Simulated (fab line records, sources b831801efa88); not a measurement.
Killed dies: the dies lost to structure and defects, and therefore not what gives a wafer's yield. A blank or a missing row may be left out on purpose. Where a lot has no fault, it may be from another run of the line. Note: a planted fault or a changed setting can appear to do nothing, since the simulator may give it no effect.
fab line records	flow sky130
[record] lots = 24	wafers = 72	last-day = 50
route steps=708 shown FIELD_ISO@5 LI_CONTACT@375 METAL1@440 METAL2@503 VIA2@519
lots that met no fault: taken from a fault-free run of the same line
start-h: hours from the record's first day to the start of the lot's first wafer shown	wait-h: hours from the lot's prior step to this one	" the same as in the row above	L1.1+2: several wafers, shown together as one row	- no value, or no start given	* or withheld: withheld	< > ~ a bound
route shown NAME@n: a module of which the file shows steps, and the number in the route of the first	usual: mean and standard deviation over wafers with no fault	same: alike in all rows	chamber/n: place in a boat	sites: each site's reading	_std_site: the standard deviation of these	_edge_site: mean of outer sites minus mean of inner sites	radius-mm: how far each site lies from the wafer's centre	mask NAME#n: copy n	behind: the most recent tool/chamber to have shaped the wafer	hold: what put the lot on hold/how long, in hours/how the hold closed	device: whichever transistor did not switch (one of n, p or np)	end of line: tests of these same wafers at the route's end	where a step has no rows: the recipe by itself	killed: count of dies lost to structure and defects at first sort (not the wafer's yield)	map: a wafer's dies, marking killed ones x, the rest . and places with no die _
set.NAME: setting as actually run; set.NAME@STEP: the setting as run at that earlier step	model.NAME: the simulator's own value behind a step, which no gauge read
the route's steps for a sample of lots (tables are steps, rows are wafers)
services: from which hour (start-h, from the record's first day; less than 0 if before it) a tool's chamber was out of use, for how many hours, and why
[[steps]]
[step SKY_FIELD_ISO_THK_MEAS_04]
[recipe] reads = Si3N4_of_FIELD_ISO_CVD_03
[usual] FIELD_ISO_CVD_03_THK = 166.8/1.6
lot.wafer	tool	chamber	start-h	wait-h	FIELD_ISO_CVD_03_THK[nm]
L074.3	film-metro-03	-	15.75	0.0	166.7
L074.5	"	-	"	"	166.7
L074.6	"	-	"	"	166.5
L075.3	film-metro-03	-	18.59	0.0	167.8
L075.5	"	-	"	"	167.1
L075.6	"	-	"	"	167.1
L076.2	film-metro-01	-	23.49	0.0	168.8
L076.4	"	-	"	"	169.4
L076.6	"	-	"	"	166.9
L077.1	film-metro-04	-	28.83	0.0	164.7
L077.4	"	-	"	"	165.6
L077.5	"	-	"	"	166.0
L078.1	film-metro-04	-	33.48	0.0	166.2
L078.4	"	-	"	"	164.8
L078.5	"	-	"	"	166.1
L079.2	film-metro-04	-	39.69	0.0	165.0
L079.5	"	-	"	"	165.4
L079.6	"	-	"	"	165.7
L080.1	film-metro-01	-	44.53	0.0	167.6
L080.3	"	-	"	"	166.8
L080.4	"	-	"	"	168.9
L081.3	film-metro-04	-	48.50	0.0	168.1
L081.4	"	-	"	"	167.1
L081.6	"	-	"	"	168.2
L082.3	film-metro-04	-	53.90	0.0	169.8
L082.4	"	-	"	"	169.6
L082.6	"	-	"	"	169.4
L083.1	film-metro-03	-	58.62	0.0	165.2
L083.2	"	-	"	"	165.6
L083.4	"	-	"	"	166.0
L084.1	film-metro-01	-	64.00	0.0	168.7
L084.2	"	-	"	"	169.0
L084.4	"	-	"	"	169.3
L085.1	film-metro-03	-	69.05	0.0	169.1
L085.4	"	-	"	"	168.9
L085.5	"	-	"	"	169.7
L086.2	film-metro-03	-	73.61	0.0	169.3
L086.4	"	-	"	"	167.9
L086.5	"	-	"	"	169.1
L087.1	film-metro-04	-	80.30	0.1	167.2
L087.3	"	-	"	"	166.9
L087.5	"	-	"	"	165.1
L088.1	film-metro-03	-	83.52	0.0	165.5
L088.3	"	-	"	"	165.8
L088.4	"	-	"	"	165.9
L089.1	film-metro-01	-	88.79	0.0	167.8
L089.4	"	-	"	"	168.5
L089.5	"	-	"	"	169.1
L090.1	film-metro-04	-	94.46	0.0	166.4
L090.4	"	-	"	"	166.4
L090.5	"	-	"	"	165.6
L091.2	film-metro-01	-	100.18	0.0	166.4
L091.3	"	-	"	"	166.4
L091.4	"	-	"	"	166.6
L092.4	film-metro-04	-	104.29	0.0	165.6
L092.5	"	-	"	"	167.4
L092.6	"	-	"	"	166.0
L093.2	film-metro-04	-	138.15	0.0	166.3
L093.5	"	-	"	"	168.4
L093.6	"	-	"	"	167.8
L094.3	film-metro-03	-	138.16	0.0	165.3
L094.4	"	-	"	"	166.5
L094.6	"	-	"	"	164.5
L095.1	film-metro-04	-	138.20	0.1	163.0
L095.3	"	-	"	"	162.5
L095.6	"	-	"	"	164.3
L096.2	film-metro-03	-	138.21	0.1	166.1
L096.3	"	-	"	"	166.1
L096.4	"	-	"	"	165.9
L097.1	film-metro-03	-	138.26	0.1	167.8
L097.2	"	-	"	"	168.3
L097.4	"	-	"	"	166.6
[step SKY_LI_CONTACT_OVL_MEAS_13]
[usual] LI_CONTACT_OVL = -5/5.5
lot.wafer	tool	chamber	start-h	wait-h	LI_CONTACT_OVL[nm]
L074.3	overlay-02	-	669.50	0.1	1
L074.5	"	-	"	"	-5
L074.6	"	-	"	"	-15
L075.3	overlay-02	-	676.36	0.1	-5
L075.5	"	-	"	"	-9
L075.6	"	-	"	"	2
L076.2	overlay-02	-	679.01	0.1	2
L076.4	"	-	"	"	3
L076.6	"	-	"	"	-6
L077.1	overlay-02	-	692.80	0.1	-6
L077.4	"	-	"	"	-9
L077.5	"	-	"	"	-8
L078.1	overlay-02	-	700.10	0.1	-17
L078.4	"	-	"	"	-13
L078.5	"	-	"	"	-9
L079.2	overlay-02	-	714.01	0.1	-11
L079.5	"	-	"	"	-3
L079.6	"	-	"	"	-13
L080.1	overlay-01	-	715.84	0.1	-6
L080.3	"	-	"	"	-14
L080.4	"	-	"	"	-8
L081.3	overlay-02	-	724.70	0.1	0
L081.4	"	-	"	"	-12
L081.6	"	-	"	"	-9
L082.3	overlay-01	-	732.95	0.1	0
L082.4	"	-	"	"	-3
L082.6	"	-	"	"	-9
L083.1	overlay-02	-	745.74	0.1	3
L083.2	"	-	"	"	7
L083.4	"	-	"	"	10
L084.1	overlay-01	-	756.11	0.1	-8
L084.2	"	-	"	"	-6
L084.4	"	-	"	"	-6
L085.1	overlay-02	-	757.30	0.1	-4
L085.4	"	-	"	"	-11
L085.5	"	-	"	"	-10
L086.2	overlay-01	-	766.01	0.1	0
L086.4	"	-	"	"	-3
L086.5	"	-	"	"	0
L087.1	overlay-01	-	770.09	0.1	-9
L087.3	"	-	"	"	-17
L087.5	"	-	"	"	-13
L088.1	overlay-02	-	781.01	0.1	-1
L088.3	"	-	"	"	2
L088.4	"	-	"	"	-6
L089.1	overlay-02	-	791.70	0.1	-6
L089.4	"	-	"	"	0
L089.5	"	-	"	"	-1
L090.1	overlay-01	-	795.36	0.1	-14
L090.4	"	-	"	"	-17
L090.5	"	-	"	"	-15
L091.2	overlay-01	-	805.76	0.1	-1
L091.3	"	-	"	"	3
L091.4	"	-	"	"	-5
L092.4	overlay-02	-	820.06	0.1	-7
L092.5	"	-	"	"	-7
L092.6	"	-	"	"	-4
L094.3	overlay-02	-	862.05	0.1	-1
L094.4	"	-	"	"	-6
L094.6	"	-	"	"	-1
L097.1	overlay-02	-	862.66	0.1	-9
L097.2	"	-	"	"	-7
L097.4	"	-	"	"	-9
L095.1	overlay-01	-	863.19	0.1	-16
L095.3	"	-	"	"	-10
L095.6	"	-	"	"	-4
L093.2	overlay-02	-	864.86	0.1	-2
L093.5	"	-	"	"	1
L093.6	"	-	"	"	-3
L096.2	overlay-02	-	869.55	0.1	3
L096.3	"	-	"	"	-6
L096.4	"	-	"	"	-4
[step SKY_METAL1_THK_MEAS_06]
[recipe] thk-meas-gauge = xrf	reads = AlCu_of_METAL1_SPUTTER_02
[usual] METAL1_ALCU_THK = 250/3.5
lot.wafer	tool	chamber	start-h	wait-h	METAL1_ALCU_THK[nm]
L074.3	film-metro-02	-	729.58	0.1	243
L074.5	"	-	"	"	243
L074.6	"	-	"	"	249
L075.3	film-metro-03	-	736.24	0.1	249
L075.5	"	-	"	"	246
L075.6	"	-	"	"	252
L076.2	film-metro-03	-	739.66	0.1	252
L076.4	"	-	"	"	250
L076.6	"	-	"	"	251
L077.1	film-metro-03	-	752.41	0.1	247
L077.4	"	-	"	"	247
L077.5	"	-	"	"	245
L078.1	film-metro-01	-	758.66	0.1	244
L078.4	"	-	"	"	248
L078.5	"	-	"	"	248
L079.2	film-metro-02	-	772.90	0.1	249
L079.5	"	-	"	"	249
L079.6	"	-	"	"	248
L080.1	film-metro-02	-	776.54	0.1	254
L080.3	"	-	"	"	252
L080.4	"	-	"	"	251
L081.3	film-metro-02	-	784.47	0.1	249
L081.4	"	-	"	"	248
L081.6	"	-	"	"	248
L082.3	film-metro-02	-	791.57	0.1	254
L082.4	"	-	"	"	256
L082.6	"	-	"	"	256
L083.1	film-metro-01	-	805.90	0.1	249
L083.2	"	-	"	"	248
L083.4	"	-	"	"	249
L084.1	film-metro-02	-	814.53	0.1	241
L084.2	"	-	"	"	244
L084.4	"	-	"	"	248
L085.1	film-metro-03	-	815.91	0.1	251
L085.4	"	-	"	"	253
L085.5	"	-	"	"	252
L086.2	film-metro-01	-	824.17	0.1	247
L086.4	"	-	"	"	252
L086.5	"	-	"	"	248
L087.1	film-metro-01	-	827.53	0.1	253
L087.3	"	-	"	"	247
L087.5	"	-	"	"	249
L088.1	film-metro-02	-	837.86	0.1	248
L088.3	"	-	"	"	249
L088.4	"	-	"	"	251
L089.1	film-metro-01	-	847.52	0.1	246
L089.4	"	-	"	"	253
L089.5	"	-	"	"	248
L090.1	film-metro-03	-	854.06	0.1	246
L090.4	"	-	"	"	244
L090.5	"	-	"	"	243
L091.2	film-metro-01	-	863.37	0.1	245
L091.3	"	-	"	"	244
L091.4	"	-	"	"	243
L092.4	film-metro-01	-	877.09	0.1	255
L092.5	"	-	"	"	251
L092.6	"	-	"	"	251
L094.3	film-metro-03	-	917.94	0.1	252
L094.4	"	-	"	"	246
L094.6	"	-	"	"	247
L097.1	film-metro-01	-	918.22	0.1	247
L097.2	"	-	"	"	246
L097.4	"	-	"	"	245
L095.1	film-metro-02	-	919.25	0.1	251
L095.3	"	-	"	"	253
L095.6	"	-	"	"	253
L093.2	film-metro-03	-	921.08	0.1	259
L093.5	"	-	"	"	255
L093.6	"	-	"	"	256
L096.2	film-metro-02	-	924.67	0.1	252
L096.3	"	-	"	"	254
L096.4	"	-	"	"	250
[step SKY_METAL2_STRIP_20]
[recipe] chemistry = O2/N2	power-w = 1400	pressure-mtorr = 1500	platen-temp-c = withheld	o2-flow-sccm = 3000	n2-flow-sccm = 300	overash-fraction = 0.5
[usual] drypump-motor-current-A = 6.0/0.5	n2-flow-sccm = 299.9/0.95	oes-product-au = 0.342/0.005	strip-time-to-endpoint-s = 2.68/0.053
lot.wafer	tool	chamber	start-h	wait-h	drypump-motor-current-A	n2-flow-sccm	oes-product-au	rf-hours-counter-h	strip-time-to-endpoint-s
L074.3	plasma-asher-01	0	813.38	0.1	5.8	298.1	0.333	-	2.64
L074.5	"	0	"	"	5.8	298.0	0.344	-	2.67
L074.6	"	1	"	"	6.5	299.4	0.345	-	2.65
L075.3	plasma-asher-01	1	819.66	0.1	6.5	299.9	0.341	-	2.72
L075.5	"	1	"	"	6.5	300.6	0.341	-	2.61
L075.6	"	0	"	"	5.8	301.3	0.349	-	2.70
L076.2	plasma-asher-01	0	823.56	0.1	5.8	298.9	0.338	8	2.63
L076.4	"	1	"	"	6.5	299.7	0.344	-	2.66
L076.6	"	1	"	"	6.5	299.3	0.346	-	2.73
L077.1	plasma-asher-02	0	835.98	0.1	5.2	299.6	0.337	40	2.64
L077.4	"	0	"	"	5.2	300.0	0.341	-	2.69
L077.5	"	1	"	"	6.6	300.4	0.346	-	2.68
L078.1	plasma-asher-01	0	841.79	0.1	5.8	299.6	0.346	10	2.63
L078.4	"	0	"	"	5.8	298.7	0.330	-	2.61
L078.5	"	1	"	"	6.5	300.7	0.342	-	2.62
L079.2	plasma-asher-04	1	856.18	0.1	5.3	299.7	0.331	70	2.65
L079.5	"	0	"	"	6.5	298.9	0.346	-	2.70
L079.6	"	1	"	"	5.3	298.5	0.335	-	2.67
L080.1	plasma-asher-01	0	859.71	0.1	5.8	300.5	0.336	12	2.64
L080.3	"	1	"	"	6.5	302.1	0.343	-	2.69
L080.4	"	0	"	"	5.8	300.3	0.340	-	2.67
L081.3	plasma-asher-01	1	868.05	0.1	6.5	300.9	0.343	-	2.72
L081.4	"	0	"	"	5.8	299.9	0.346	-	2.71
L081.6	"	1	"	"	6.4	299.7	0.337	-	2.70
L082.3	plasma-asher-02	0	872.68	0.1	5.2	298.9	0.335	-	2.67
L082.4	"	1	"	"	6.6	300.8	0.343	-	2.78
L082.6	"	1	"	"	6.5	299.7	0.337	-	2.67
L083.1	plasma-asher-02	0	887.54	0.1	5.2	299.0	0.341	46	2.74
L083.2	"	1	"	"	6.6	300.5	0.338	46	2.62
L083.4	"	0	"	"	5.2	299.8	0.342	-	2.74
L084.1	plasma-asher-04	1	896.64	0.1	5.4	300.3	0.346	74	2.64
L084.2	"	0	"	"	6.5	298.6	0.347	74	2.78
L084.4	"	1	"	"	5.4	299.5	0.347	-	2.63
L085.1	plasma-asher-01	1	897.79	0.1	6.5	301.0	0.343	16	2.56
L085.4	"	1	"	"	6.5	300.9	0.341	-	2.72
L085.5	"	0	"	"	5.8	301.9	0.345	-	2.68
L086.2	plasma-asher-02	1	905.03	0.1	6.5	299.4	0.346	48	2.77
L086.4	"	0	"	"	5.2	298.5	0.348	-	2.76
L086.5	"	0	"	"	5.2	299.2	0.347	-	2.75
L087.1	plasma-asher-02	0	909.49	0.1	5.2	299.2	0.346	48	2.69
L087.3	"	1	"	"	6.5	298.4	0.349	-	2.75
L087.5	"	1	"	"	6.5	299.9	0.343	-	2.69
L088.1	plasma-asher-04	0	918.66	0.1	6.5	300.6	0.341	76	2.63
L088.3	"	0	"	"	6.5	299.8	0.338	-	2.73
L088.4	"	1	"	"	5.4	300.6	0.340	-	2.59
L089.1	plasma-asher-01	1	927.68	0.1	6.4	299.8	0.339	19	2.58
L089.4	"	0	"	"	5.8	299.5	0.336	-	2.58
L089.5	"	1	"	"	6.4	301.1	0.334	-	2.63
L090.1	plasma-asher-01	1	934.48	0.1	6.5	299.8	0.344	20	2.74
L090.4	"	0	"	"	5.8	300.3	0.346	-	2.72
L090.5	"	0	"	"	5.8	300.1	0.345	-	2.71
L091.2	plasma-asher-01	1	941.81	0.1	6.5	299.7	0.338	21	2.71
L091.3	"	0	"	"	5.8	299.8	0.341	-	2.70
L091.4	"	1	"	"	6.5	299.1	0.352	-	2.74
L092.4	plasma-asher-04	1	955.10	0.1	5.3	299.1	0.358	-	2.70
L092.5	"	0	"	"	6.5	299.1	0.344	-	2.69
L092.6	"	1	"	"	5.4	300.3	0.339	-	2.61
L094.3	plasma-asher-01	1	993.98	0.1	6.5	300.6	0.343	-	2.71
L094.4	"	0	"	"	5.8	300.0	0.341	-	2.70
L094.6	"	1	"	"	6.5	301.0	0.338	-	2.66
L097.1	plasma-asher-04	1	994.28	0.1	5.3	300.4	0.343	86	2.79
L097.2	"	0	"	"	6.5	298.8	0.347	86	2.77
L097.4	"	1	"	"	5.3	300.5	0.344	-	2.75
L095.1	plasma-asher-01	0	996.05	0.1	5.8	298.1	0.342	28	2.62
L095.3	"	1	"	"	6.4	299.2	0.352	-	2.61
L095.6	"	1	"	"	6.4	299.7	0.333	-	2.64
L093.2	plasma-asher-04	0	997.43	0.1	6.5	299.5	0.343	86	2.64
L093.5	"	0	"	"	6.5	299.6	0.342	-	2.73
L093.6	"	1	"	"	5.3	299.3	0.342	-	2.61
L096.2	plasma-asher-01	1	1001.69	0.1	6.5	300.9	0.341	28	2.65
L096.3	"	0	"	"	5.8	300.6	0.349	-	2.65
L096.4	"	1	"	"	6.5	301.3	0.341	-	2.60
[step SKY_VIA2_CD_MEAS_12]
[recipe] target-cd-nm = 200
[usual] cd-nm = 200.0/1.3
lot.wafer	tool	chamber	start-h	wait-h	cd-nm
L074.3	cd-sem-02	-	840.51	-	200.0
L074.5	"	-	"	"	199.5
L074.6	"	-	"	"	200.4
L075.3	cd-sem-01	-	847.27	-	200.2
L075.5	"	-	"	"	200.4
L075.6	"	-	"	"	199.9
L076.2	cd-sem-02	-	851.32	-	202.5
L076.4	"	-	"	"	202.5
L076.6	"	-	"	"	201.5
L077.1	cd-sem-01	-	863.83	-	199.9
L077.4	"	-	"	"	200.3
L077.5	"	-	"	"	200.4
L078.1	cd-sem-02	-	869.70	-	198.8
L078.4	"	-	"	"	198.7
L078.5	"	-	"	"	199.0
L079.2	cd-sem-02	-	882.85	-	199.2
L079.5	"	-	"	"	200.5
L079.6	"	-	"	"	201.1
L080.1	cd-sem-02	-	885.98	-	201.1
L080.3	"	-	"	"	201.6
L080.4	"	-	"	"	201.4
L081.3	cd-sem-02	-	894.26	-	199.7
L081.4	"	-	"	"	199.1
L081.6	"	-	"	"	200.2
L082.3	cd-sem-02	-	899.39	-	198.2
L082.4	"	-	"	"	199.1
L082.6	"	-	"	"	198.1
L083.1	cd-sem-02	-	913.23	-	200.9
L083.2	"	-	"	"	201.5
L083.4	"	-	"	"	201.6
L084.1	cd-sem-02	-	922.72	-	200.0
L084.2	"	-	"	"	199.7
L084.4	"	-	"	"	198.7
L085.1	cd-sem-01	-	924.02	-	200.9
L085.4	"	-	"	"	200.6
L085.5	"	-	"	"	199.5
L086.2	cd-sem-01	-	930.55	-	200.8
L086.4	"	-	"	"	202.2
L086.5	"	-	"	"	198.7
L087.1	cd-sem-02	-	935.52	-	199.7
L087.3	"	-	"	"	200.7
L087.5	"	-	"	"	199.4
L088.1	cd-sem-01	-	944.57	-	200.4
L088.3	"	-	"	"	200.2
L088.4	"	-	"	"	201.7
L089.1	cd-sem-02	-	953.80	-	199.8
L089.4	"	-	"	"	200.2
L089.5	"	-	"	"	199.0
L090.1	cd-sem-01	-	960.73	-	200.2
L090.4	"	-	"	"	199.4
L090.5	"	-	"	"	197.5
L091.2	cd-sem-02	-	967.22	-	198.2
L091.3	"	-	"	"	197.8
L091.4	"	-	"	"	198.0
L092.4	cd-sem-02	-	980.54	-	200.3
L092.5	"	-	"	"	199.9
L092.6	"	-	"	"	199.4
L094.3	cd-sem-02	-	1017.99	-	197.3
L094.4	"	-	"	"	197.7
L094.6	"	-	"	"	197.1
L097.1	cd-sem-02	-	1018.95	-	200.6
L097.2	"	-	"	"	200.4
L097.4	"	-	"	"	200.6
L095.1	cd-sem-01	-	1019.88	-	200.4
L095.3	"	-	"	"	199.6
L095.6	"	-	"	"	200.0
L093.2	cd-sem-02	-	1021.84	-	201.8
L093.5	"	-	"	"	200.2
L093.6	"	-	"	"	200.0
L096.2	cd-sem-02	-	1025.72	-	202.3
L096.3	"	-	"	"	202.4
L096.4	"	-	"	"	201.8
[step SKY_VIA2_SPUTTER_20]
[recipe] material = TiN	target-thk-nm = 20	chamber-pressure-pa = 5	power-w = 4000	time-s = 80
[usual] throttle-valve-pct = 30.3/0.6
lot.wafer	tool	chamber	start-h	wait-h	throttle-valve-pct
L074.3	pvd-sputter-03	-	841.33	0.0	29.7
L074.5	"	-	"	"	29.8
L074.6	"	-	"	"	29.7
L075.3	pvd-sputter-04	-	848.09	0.0	31.0
L075.5	"	-	"	"	30.5
L075.6	"	-	"	"	30.6
L076.2	pvd-sputter-03	-	852.16	0.0	30.1
L076.4	"	-	"	"	29.9
L076.6	"	-	"	"	29.7
L077.1	pvd-sputter-04	-	864.69	0.0	29.4
L077.4	"	-	"	"	30.7
L077.5	"	-	"	"	30.9
L078.1	pvd-sputter-03	-	870.56	0.0	30.5
L078.4	"	-	"	"	29.9
L078.5	"	-	"	"	29.8
L079.2	pvd-sputter-04	-	883.69	0.0	30.7
L079.5	"	-	"	"	30.7
L079.6	"	-	"	"	30.8
L080.1	pvd-sputter-03	-	886.88	0.0	30.4
L080.3	"	-	"	"	29.5
L080.4	"	-	"	"	30.1
L081.3	pvd-sputter-01	-	895.08	0.0	31.0
L081.4	"	-	"	"	29.3
L081.6	"	-	"	"	30.8
L082.3	pvd-sputter-01	-	900.22	0.0	30.4
L082.4	"	-	"	"	30.9
L082.6	"	-	"	"	31.2
L083.1	pvd-sputter-01	-	914.13	0.0	31.4
L083.2	"	-	"	"	30.8
L083.4	"	-	"	"	29.1
L084.1	pvd-sputter-04	-	923.58	0.0	29.3
L084.2	"	-	"	"	30.6
L084.4	"	-	"	"	30.8
L085.1	pvd-sputter-03	-	924.88	0.0	29.8
L085.4	"	-	"	"	30.0
L085.5	"	-	"	"	30.6
L086.2	pvd-sputter-04	-	931.39	0.0	30.6
L086.4	"	-	"	"	29.5
L086.5	"	-	"	"	30.7
L087.1	pvd-sputter-04	-	936.42	0.0	30.9
L087.3	"	-	"	"	30.7
L087.5	"	-	"	"	30.9
L088.1	pvd-sputter-04	-	945.43	0.0	30.7
L088.3	"	-	"	"	29.1
L088.4	"	-	"	"	30.8
L089.1	pvd-sputter-04	-	954.66	0.0	30.9
L089.4	"	-	"	"	29.1
L089.5	"	-	"	"	31.1
L090.1	pvd-sputter-03	-	961.59	0.0	30.0
L090.4	"	-	"	"	30.2
L090.5	"	-	"	"	30.0
L091.2	pvd-sputter-04	-	968.06	0.0	30.7
L091.3	"	-	"	"	30.8
L091.4	"	-	"	"	30.6
L092.4	pvd-sputter-03	-	981.37	0.0	30.4
L092.5	"	-	"	"	30.0
L092.6	"	-	"	"	30.5
L094.3	pvd-sputter-03	-	1018.82	0.0	29.4
L094.4	"	-	"	"	29.8
L094.6	"	-	"	"	29.9
L097.1	pvd-sputter-03	-	1019.84	0.0	30.4
L097.2	"	-	"	"	29.8
L097.4	"	-	"	"	29.9
L095.1	pvd-sputter-01	-	1020.78	0.0	30.4
L095.3	"	-	"	"	31.0
L095.6	"	-	"	"	31.2
L093.2	pvd-sputter-03	-	1022.72	0.0	30.6
L093.5	"	-	"	"	29.9
L093.6	"	-	"	"	29.9
L096.2	pvd-sputter-01	-	1026.60	0.0	30.0
L096.3	"	-	"	"	31.0
L096.4	"	-	"	"	29.3
[[services]]
tool	chamber	start-h	hours	kind
pvd-sputter-03	-	816.46	1.0	repair
plasma-asher-04	-	822.83	26.3	repair
plasma-asher-04	-	830.65	1.9	repair
pvd-sputter-04	-	848.46	4.0	repair
pvd-sputter-04	-	848.78	3.6	repair
plasma-asher-04	-	849.17	2.8	pm
pvd-sputter-01	-	873.09	9.9	repair
plasma-asher-02	-	899.09	0.3	repair
pvd-sputter-03	1	899.23	-	consumable-replace:kit
pvd-sputter-03	1	899.23	18.0	scheduled-down
pvd-sputter-03	1	899.23	18.0	vent-cycle
pvd-sputter-03	-	904.31	11.2	repair
plasma-asher-02	-	918.99	50.4	repair
plasma-asher-02	-	952.40	1.0	repair
pvd-sputter-01	-	953.83	4.6	repair
pvd-sputter-04	0	958.13	-	consumable-replace:kit
pvd-sputter-04	0	958.13	18.0	scheduled-down
pvd-sputter-04	0	958.13	18.0	vent-cycle
pvd-sputter-04	-	988.84	52.3	repair
pvd-sputter-01	1	993.20	-	consumable-replace:kit
pvd-sputter-01	1	993.20	18.0	scheduled-down
pvd-sputter-01	1	993.20	18.0	vent-cycle
[[key]]
fault none
